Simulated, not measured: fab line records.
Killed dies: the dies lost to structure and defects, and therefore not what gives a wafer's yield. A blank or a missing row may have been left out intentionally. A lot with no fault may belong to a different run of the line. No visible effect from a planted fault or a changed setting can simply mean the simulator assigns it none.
Matching of chambers | flow gf180mcu | GF_POLY_GATE_ETCH_13 on rie-si-01 has 4 sister chambers
The step etches poly-Si in HBr/Cl2, stops on SiO2, target depth 198.5 nm, time 69.6 s. 4 wafers are shown with their chamber, then 6 later ones without.

WAFERS PAIRED WITH THEIR CHAMBERS
wafer  | chamber | bias-w (W)
L315.1 | 2       | 99.8
L316.3 | 3       | 100.3
L317.1 | 0       | 100.2
L317.3 | 1       | 100.7

WAFERS WITH NO CHAMBER GIVEN
wafer  | bias-w (W)
L317.4 | 99.9
L319.1 | 100.8
L319.3 | 100.3
L329.4 | 99.9
L329.5 | 100.4
L329.6 | 99.4

EACH ONE'S CHAMBER
wafer  | from the rows above          | in truth
L317.4 | can't be placed: 2 or 0 or 3 | 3
L319.1 | 1                            | 1
L319.3 | can't be placed: 3 or 0      | 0
L329.4 | can't be placed: 2 or 0 or 3 | 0
L329.5 | can't be placed: 3 or 0 or 1 | 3
L329.6 | 2                            | 2
Correctly placed: 2 of 6. Unplaceable from these rows: 4, with the true chamber sitting among the candidates in 4. Placed wrongly: 0.
How it was worked out, from the rows above alone: a wafer's distance from a chamber is the root of the sum, over the readings, of the square of ((its reading less the chamber's mean) divided by the reading's scatter). If the next closest chamber is less than 2 further off than the closest, the wafer can't be placed; otherwise it belongs to the closest. The mean given for a chamber averages the wafers shown for that chamber. The scatter: with one shown wafer a chamber, the root of the mean of the squares of how far each hidden wafer lies from its nearest shown one.
